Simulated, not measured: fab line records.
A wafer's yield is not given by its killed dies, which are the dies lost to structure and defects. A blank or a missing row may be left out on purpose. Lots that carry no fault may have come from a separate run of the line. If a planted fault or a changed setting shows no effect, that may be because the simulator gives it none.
One fault seen from 2 desks ; flow sky130 ; only its own numbers are on each desk; what lay behind them is given at the end

AT THE TOOL OWNER'S DESK: litho_track-01
The tool's own readings at SKY_POLY_CUT_DEVELOP_07 (develop time 60 s): means of the sampled wafers that have a number, for each lot that ran on this tool. Marked OUT: a lot whose mean sits more than 4 standard deviations from the usual mean, which makes it out of limits; the brackets give that distance.
Columns: A = exhaust_pa at SKY_POLY_CUT_DEVELOP_07, usual 45.0 Pa
lot;first seen here;A
L169;day 26 17:00;43.5
L174;day 28 07:00;46.4
L176;day 29 00:00;44.4
L179;day 29 21:00;44.3
This desk found nothing out of limits on any of the 4 lots.

AT THE METROLOGY DESK
Means of the sampled wafers that have a number, per lot and without regard to the tool the lot ran on: this is what the gauges read. Marked OUT: a lot whose mean sits more than 4 standard deviations from the usual mean, which makes it out of limits; the brackets give that distance.
Columns: A = cd_nm at SKY_POLY_CUT_CD_MEAS_08, usual 270.3 nm; B = VIA1_BOW at SKY_VIA1_BOW_MEAS_03, usual 81 um
lot;first seen here;A;B
L166;day 25 23:29;271.0;76
L168;day 26 04:19;271.4;85
L167;day 26 08:56;269.4;81
L169;day 26 17:09;271.0;75
L170;day 27 06:05;269.7;85
L173;day 27 22:03;266.7;78
L174;day 28 07:45;271.4;82
L176;day 29 00:09;264.7;76
L177;day 29 13:10;270.9;82
L178;day 29 13:20;271.5;77
L179;day 29 21:50;263.6 (-4.5) OUT;82
L186;day 32 03:06;270.9;87
This desk's verdict: out of limits on L179, starting with L179 at day 29 21:50 (cd_nm at SKY_POLY_CUT_CD_MEAS_08). Within limits: L166, L168, L167, L169, L170, L173, L174, L176, L177, L178, L186.

TAKEN TOGETHER
An alarm was possible from the metrology desk at day 29 21:50, on L179.
The desk of the tool owner found nothing out of limits.
Tool owner's desk: L179 on record, inside its limits.
On litho_track-01, each named lot ran SKY_POLY_CUT_DEVELOP_07.

WHAT THE SIMULATOR PUT IN
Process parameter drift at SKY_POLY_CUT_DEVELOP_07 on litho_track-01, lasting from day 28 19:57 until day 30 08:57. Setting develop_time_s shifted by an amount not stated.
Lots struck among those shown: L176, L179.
Per desk, hours elapsed from the start of the fault to the first reading out of limits: for the metrology desk, 26.
